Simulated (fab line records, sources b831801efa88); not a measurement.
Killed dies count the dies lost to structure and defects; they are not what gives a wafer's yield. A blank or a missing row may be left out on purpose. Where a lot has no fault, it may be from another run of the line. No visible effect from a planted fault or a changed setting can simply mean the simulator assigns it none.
What tool caused it? :: flow gf180mcu :: 24 lots with 72 wafers sampled at 4 steps, on a route of 602 steps

WHAT THE GAUGES READ, wafer by wafer
GF_M3_OVL_MEAS_15. Usual: M3_OVL -6 nm, standard deviation 5.9.
lot: L074
measured: day 21 12:49
on: overlay-01
M3_OVL (nm): 3 0 -3
flag: 

lot: L075
measured: day 21 20:39
on: overlay-02
M3_OVL (nm): -13 -13 -8
flag: 

lot: L076
measured: day 22 08:58
on: overlay-01
M3_OVL (nm): 3 -5 -12
flag: 

lot: L077
measured: day 22 15:12
on: overlay-01
M3_OVL (nm): 1 -1 0
flag: 

lot: L078
measured: day 23 02:20
on: overlay-02
M3_OVL (nm): -1 4 3
flag: 

lot: L079
measured: day 23 10:39
on: overlay-02
M3_OVL (nm): -17 -16 -17
flag: 

lot: L080
measured: day 23 17:25
on: overlay-02
M3_OVL (nm): -10 -11 -11
flag: 

lot: L081
measured: day 24 08:33
on: overlay-02
M3_OVL (nm): -14 -16 -11
flag: 

lot: L082
measured: day 24 16:51
on: overlay-01
M3_OVL (nm): -12 -4 -7
flag: 

lot: L083
measured: day 25 02:06
on: overlay-02
M3_OVL (nm): -9 -8 -14
flag: 

lot: L084
measured: day 25 06:13
on: overlay-01
M3_OVL (nm): -2 -4 2
flag: 

lot: L085
measured: day 25 16:25
on: overlay-02
M3_OVL (nm): -2 0 3
flag: 

lot: L086
measured: day 25 19:19
on: overlay-01
M3_OVL (nm): -3 -6 -10
flag: 

lot: L087
measured: day 26 05:55
on: overlay-01
M3_OVL (nm): -1 -4 -2
flag: 

lot: L088
measured: day 26 08:56
on: overlay-01
M3_OVL (nm): -8 -8 -2
flag: 

lot: L089
measured: day 26 22:51
on: overlay-02
M3_OVL (nm): -8 -9 -7
flag: 

lot: L090
measured: day 27 04:42
on: overlay-02
M3_OVL (nm): -10 -15 -12
flag: 

lot: L091
measured: day 27 11:45
on: overlay-02
M3_OVL (nm): 7 9 1
flag: 

lot: L092
measured: day 27 15:00
on: overlay-02
M3_OVL (nm): 0 -7 -4
flag: 

lot: L093
measured: day 28 02:34
on: overlay-01
M3_OVL (nm): -12 -10 -8
flag: 

lot: L094
measured: day 28 05:55
on: overlay-02
M3_OVL (nm): -6 -10 -7
flag: 

lot: L095
measured: day 28 15:16
on: overlay-01
M3_OVL (nm): 1 -8 -12
flag: 

lot: L096
measured: day 28 20:10
on: overlay-02
M3_OVL (nm): -15 -5 -7
flag: 

lot: L097
measured: day 29 03:21
on: overlay-01
M3_OVL (nm): -5 -6 -8
flag: 

GF_V4_RS_MEAS_24: the measuring method here is four-point-probe. Usual: V4_W_RS 0.3291 ohm/sq, standard deviation 0.0027.
lot: L074
measured: day 24 15:23
on: filmMetro-03
V4_W_RS (ohm/sq): 0.3305 0.3265 0.3291
flag: 

lot: L075
measured: day 24 22:26
on: filmMetro-03
V4_W_RS (ohm/sq): 0.3345 0.3333 0.3339
flag: 

lot: L076
measured: day 25 10:21
on: filmMetro-03
V4_W_RS (ohm/sq): 0.3345 0.3337 0.3319
flag: 

lot: L077
measured: day 25 16:28
on: filmMetro-01
V4_W_RS (ohm/sq): 0.3299 0.3310 0.3291
flag: 

lot: L078
measured: day 26 02:43
on: filmMetro-01
V4_W_RS (ohm/sq): 0.3318 0.3308 0.3303
flag: 

lot: L079
measured: day 26 10:16
on: filmMetro-03
V4_W_RS (ohm/sq): 0.3306 0.3307 0.3309
flag: 

lot: L080
measured: day 26 16:32
on: filmMetro-01
V4_W_RS (ohm/sq): 0.3268 0.3242 0.3236
flag: 

lot: L081
measured: day 27 06:10
on: filmMetro-03
V4_W_RS (ohm/sq): 0.3294 0.3307 0.3321
flag: 

lot: L082
measured: day 27 14:08
on: filmMetro-03
V4_W_RS (ohm/sq): 0.3285 0.3312 0.3288
flag: 

lot: L083
measured: day 27 22:11
on: filmMetro-01
V4_W_RS (ohm/sq): 0.3245 0.3272 0.3317
flag: 

lot: L084
measured: day 28 02:28
on: filmMetro-01
V4_W_RS (ohm/sq): 0.3253 0.3310 0.3288
flag: 

lot: L085
measured: day 28 12:13
on: filmMetro-01
V4_W_RS (ohm/sq): 0.3238 0.3265 0.3219
flag: 

lot: L086
measured: day 28 15:07
on: filmMetro-04
V4_W_RS (ohm/sq): 0.3241 0.3287 0.3283
flag: 

lot: L087
measured: day 28 23:25
on: filmMetro-01
V4_W_RS (ohm/sq): 0.3284 0.3264 0.3311
flag: 

lot: L088
measured: day 29 02:32
on: filmMetro-01
V4_W_RS (ohm/sq): 0.3279 0.3301 0.3338
flag: 

lot: L089
measured: day 29 15:47
on: filmMetro-01
V4_W_RS (ohm/sq): 0.3269 0.3286 0.3290
flag: 

lot: L090
measured: day 29 21:28
on: filmMetro-01
V4_W_RS (ohm/sq): 0.3264 0.3304 0.3262
flag: 

lot: L091
measured: day 30 04:59
on: filmMetro-03
V4_W_RS (ohm/sq): 0.3269 0.3286 0.3217
flag: 

lot: L092
measured: day 30 06:34
on: filmMetro-03
V4_W_RS (ohm/sq): 0.3286 0.3246 0.3285
flag: 

lot: L093
measured: day 30 15:55
on: filmMetro-01
V4_W_RS (ohm/sq): 0.3281 0.3301 0.3335
flag: 

lot: L094
measured: day 30 19:58
on: filmMetro-04
V4_W_RS (ohm/sq): 0.3298 0.3241 0.3258
flag: 

lot: L095
measured: day 31 04:32
on: filmMetro-03
V4_W_RS (ohm/sq): 0.3317 0.3255 0.3297
flag: 

lot: L096
measured: day 31 10:46
on: filmMetro-04
V4_W_RS (ohm/sq): 0.3312 0.3351 0.3272
flag: 

lot: L097
measured: day 31 16:31
on: filmMetro-01
V4_W_RS (ohm/sq): 0.3324 0.3263 0.3308
flag: 

WHICH TOOL RAN EACH LOT (tool, then ch and the chambers of the sampled wafers, then the start)
lot: L074
GF_M4_SPUTTER_01: pvdSputter-03, day 22 15:37
GF_V4_ETCH_16: rieDiel-01 ch 1,2,3, day 24 14:29

lot: L075
GF_M4_SPUTTER_01: pvdSputter-04, day 22 22:56
GF_V4_ETCH_16: rieDiel-01 ch 0,2,3, day 24 21:34

lot: L076
GF_M4_SPUTTER_01: pvdSputter-02, day 23 11:10
GF_V4_ETCH_16: rieDiel-04 ch 0,3, day 25 09:28

lot: L077
GF_M4_SPUTTER_01: pvdSputter-02, day 23 17:23
GF_V4_ETCH_16: rieDiel-01 ch 1,2,3, day 25 15:31

lot: L078
GF_M4_SPUTTER_01: pvdSputter-04, day 24 04:08
GF_V4_ETCH_16: rieDiel-01 ch 0,3, day 26 01:29

lot: L079
GF_M4_SPUTTER_01: pvdSputter-02, day 24 12:40
GF_V4_ETCH_16: rieDiel-04 ch 0,1,2, day 26 09:23

lot: L080
GF_M4_SPUTTER_01: pvdSputter-04, day 24 18:29
GF_V4_ETCH_16: rieDiel-04 ch 2,3, day 26 15:39

lot: L081
GF_M4_SPUTTER_01: pvdSputter-04, day 25 09:59
GF_V4_ETCH_16: rieDiel-03 ch 1,3, day 27 05:15

lot: L082
GF_M4_SPUTTER_01: pvdSputter-04, day 25 17:33
GF_V4_ETCH_16: rieDiel-03 ch 1,3, day 27 13:15

lot: L083
GF_M4_SPUTTER_01: pvdSputter-02, day 26 02:54
GF_V4_ETCH_16: rieDiel-01 ch 0,1,2, day 27 21:18

lot: L084
GF_M4_SPUTTER_01: pvdSputter-03, day 26 06:11
GF_V4_ETCH_16: rieDiel-04 ch 0,3, day 28 01:33

lot: L085
GF_M4_SPUTTER_01: pvdSputter-02, day 26 16:31
GF_V4_ETCH_16: rieDiel-03 ch 2,3, day 28 11:17

lot: L086
GF_M4_SPUTTER_01: pvdSputter-03, day 26 20:07
GF_V4_ETCH_16: rieDiel-04 ch 2,3, day 28 14:12

lot: L087
GF_M4_SPUTTER_01: pvdSputter-04, day 27 05:37
GF_V4_ETCH_16: rieDiel-01 ch 1,2,3, day 28 22:30

lot: L088
GF_M4_SPUTTER_01: pvdSputter-02, day 27 08:30
GF_V4_ETCH_16: rieDiel-01 ch 0,1, day 29 01:36

lot: L089
GF_M4_SPUTTER_01: pvdSputter-03, day 27 22:45
GF_V4_ETCH_16: rieDiel-03 ch 0,2, day 29 14:33

lot: L090
GF_M4_SPUTTER_01: pvdSputter-02, day 28 03:42
GF_V4_ETCH_16: rieDiel-04 ch 0,1,2, day 29 20:36

lot: L091
GF_M4_SPUTTER_01: pvdSputter-02, day 28 11:07
GF_V4_ETCH_16: rieDiel-03 ch 0,1, day 30 04:05

lot: L092
GF_M4_SPUTTER_01: pvdSputter-03, day 28 13:41
GF_V4_ETCH_16: rieDiel-04 ch 0,1, day 30 05:41

lot: L093
GF_M4_SPUTTER_01: pvdSputter-02, day 29 01:08
GF_V4_ETCH_16: rieDiel-04 ch 0,1,3, day 30 15:03

lot: L094
GF_M4_SPUTTER_01: pvdSputter-04, day 29 04:29
GF_V4_ETCH_16: rieDiel-03 ch 1,3, day 30 19:04

lot: L095
GF_M4_SPUTTER_01: pvdSputter-02, day 29 13:32
GF_V4_ETCH_16: rieDiel-03 ch 1,2, day 31 03:39

lot: L096
GF_M4_SPUTTER_01: pvdSputter-03, day 29 18:15
GF_V4_ETCH_16: rieDiel-04 ch 0,1,2, day 31 09:45

lot: L097
GF_M4_SPUTTER_01: pvdSputter-02, day 30 01:14
GF_V4_ETCH_16: rieDiel-01 ch 1,2, day 31 15:36
- GF_M4_SPUTTER_01: material TiN, target thk 30 nm, time 25 s.
- GF_V4_ETCH_16: etches BARC in N2/H2.

AS READ BY THE TOOLS THEMSELVES (means over the sampled wafers that have a number; for cases with no such wafer, the mark the record gives instead)
GF_M4_SPUTTER_01. Usual: throttleValvePct reads 30.3 % (standard deviation 1.4).
lot: L074
tool: pvdSputter-03
throttleValvePct (%): 30.4
flag: 

lot: L075
tool: pvdSputter-04
throttleValvePct (%): 30.4
flag: 

lot: L076
tool: pvdSputter-02
throttleValvePct (%): 29.4
flag: 

lot: L077
tool: pvdSputter-02
throttleValvePct (%): 29.9
flag: 

lot: L078
tool: pvdSputter-04
throttleValvePct (%): 30.7
flag: 

lot: L079
tool: pvdSputter-02
throttleValvePct (%): 30.7
flag: 

lot: L080
tool: pvdSputter-04
throttleValvePct (%): 30.9
flag: 

lot: L081
tool: pvdSputter-04
throttleValvePct (%): 30.4
flag: 

lot: L082
tool: pvdSputter-04
throttleValvePct (%): 29.8
flag: 

lot: L083
tool: pvdSputter-02
throttleValvePct (%): 30.7
flag: 

lot: L084
tool: pvdSputter-03
throttleValvePct (%): 30.3
flag: 

lot: L085
tool: pvdSputter-02
throttleValvePct (%): 29.6
flag: 

lot: L086
tool: pvdSputter-03
throttleValvePct (%): 30.4
flag: 

lot: L087
tool: pvdSputter-04
throttleValvePct (%): 30.0
flag: 

lot: L088
tool: pvdSputter-02
throttleValvePct (%): 31.5
flag: 

lot: L089
tool: pvdSputter-03
throttleValvePct (%): 30.6
flag: 

lot: L090
tool: pvdSputter-02
throttleValvePct (%): 30.8
flag: 

lot: L091
tool: pvdSputter-02
throttleValvePct (%): 31.5
flag: 

lot: L092
tool: pvdSputter-03
throttleValvePct (%): 30.8
flag: 

lot: L093
tool: pvdSputter-02
throttleValvePct (%): 29.2
flag: 

lot: L094
tool: pvdSputter-04
throttleValvePct (%): 30.6
flag: 

lot: L095
tool: pvdSputter-02
throttleValvePct (%): 31.6
flag: 

lot: L096
tool: pvdSputter-03
throttleValvePct (%): 30.0
flag: 

lot: L097
tool: pvdSputter-02
throttleValvePct (%): 30.6
flag: 

GF_V4_ETCH_16. Usual: drypumpMotorCurrentA 5.7 A, standard deviation 0.47; oesProductAu 0.854 a.u., standard deviation 0.0048; throttleValvePct 13.224 %, standard deviation 0.0084.
lot: L074
tool: rieDiel-01
drypumpMotorCurrentA (A): 5.7
oesProductAu (a.u.): 0.857
throttleValvePct (%): 13.216
flag: 

lot: L075
tool: rieDiel-01
drypumpMotorCurrentA (A): 6.2
oesProductAu (a.u.): 0.852
throttleValvePct (%): 13.225
flag: 

lot: L076
tool: rieDiel-04
drypumpMotorCurrentA (A): 6.0
oesProductAu (a.u.): 0.853
throttleValvePct (%): 13.217
flag: 

lot: L077
tool: rieDiel-01
drypumpMotorCurrentA (A): 5.7
oesProductAu (a.u.): 0.853
throttleValvePct (%): 13.221
flag: 

lot: L078
tool: rieDiel-01
drypumpMotorCurrentA (A): 6.2
oesProductAu (a.u.): 0.855
throttleValvePct (%): 13.229
flag: 

lot: L079
tool: rieDiel-04
drypumpMotorCurrentA (A): 6.0
oesProductAu (a.u.): 0.854
throttleValvePct (%): 13.227
flag: 

lot: L080
tool: rieDiel-04
drypumpMotorCurrentA (A): 5.8
oesProductAu (a.u.): 0.849
throttleValvePct (%): 13.224
flag: 

lot: L081
tool: rieDiel-03
drypumpMotorCurrentA (A): 5.3
oesProductAu (a.u.): 0.858
throttleValvePct (%): 13.233
flag: 

lot: L082
tool: rieDiel-03
drypumpMotorCurrentA (A): 5.3
oesProductAu (a.u.): 0.858
throttleValvePct (%): 13.225
flag: 

lot: L083
tool: rieDiel-01
drypumpMotorCurrentA (A): 5.9
oesProductAu (a.u.): 0.855
throttleValvePct (%): 13.218
flag: 

lot: L084
tool: rieDiel-04
drypumpMotorCurrentA (A): 6.1
oesProductAu (a.u.): 0.855
throttleValvePct (%): 13.225
flag: 

lot: L085
tool: rieDiel-03
drypumpMotorCurrentA (A): 5.5
oesProductAu (a.u.): 0.851
throttleValvePct (%): 13.225
flag: 

lot: L086
tool: rieDiel-04
drypumpMotorCurrentA (A): 5.7
oesProductAu (a.u.): 0.852
throttleValvePct (%): 13.220
flag: 

lot: L087
tool: rieDiel-01
drypumpMotorCurrentA (A): 5.7
oesProductAu (a.u.): 0.855
throttleValvePct (%): 13.234
flag: 

lot: L088
tool: rieDiel-01
drypumpMotorCurrentA (A): 5.7
oesProductAu (a.u.): 0.853
throttleValvePct (%): 13.220
flag: 

lot: L089
tool: rieDiel-03
drypumpMotorCurrentA (A): 5.4
oesProductAu (a.u.): 0.852
throttleValvePct (%): 13.222
flag: 

lot: L090
tool: rieDiel-04
drypumpMotorCurrentA (A): 5.9
oesProductAu (a.u.): 0.853
throttleValvePct (%): 13.218
flag: 

lot: L091
tool: rieDiel-03
drypumpMotorCurrentA (A): 5.1
oesProductAu (a.u.): 0.855
throttleValvePct (%): 13.221
flag: 

lot: L092
tool: rieDiel-04
drypumpMotorCurrentA (A): 6.0
oesProductAu (a.u.): 0.850
throttleValvePct (%): 13.219
flag: 

lot: L093
tool: rieDiel-04
drypumpMotorCurrentA (A): 6.0
oesProductAu (a.u.): 0.859
throttleValvePct (%): 13.221
flag: 

lot: L094
tool: rieDiel-03
drypumpMotorCurrentA (A): 5.5
oesProductAu (a.u.): 0.858
throttleValvePct (%): 13.225
flag: 

lot: L095
tool: rieDiel-03
drypumpMotorCurrentA (A): 5.7
oesProductAu (a.u.): 0.855
throttleValvePct (%): 13.223
flag: 

lot: L096
tool: rieDiel-04
drypumpMotorCurrentA (A): 6.0
oesProductAu (a.u.): 0.851
throttleValvePct (%): 13.236
flag: 

lot: L097
tool: rieDiel-01
drypumpMotorCurrentA (A): 5.6
oesProductAu (a.u.): 0.860
throttleValvePct (%): 13.232
flag: 

THE ANSWER, worked out from the rows above alone
Rule: a lot is off if the mean of its wafers that have a number lies more than 3 standard deviations from the usual mean. A lot without any number at a reading at which 4 lots or more have one is off too. All remaining lots with rows at the step are treated as sound. After the gauges, taken in route order, come the tools' own readings; for these a lot's mean is taken, as printed above. The first step at which some lot is off is used, and at that step the reading that is off furthest; a lot without a number counts as furthest.
Nothing can be told from this: no lot is off at any reading shown.

WHAT HAD BEEN PUT IN BY THE SIMULATOR
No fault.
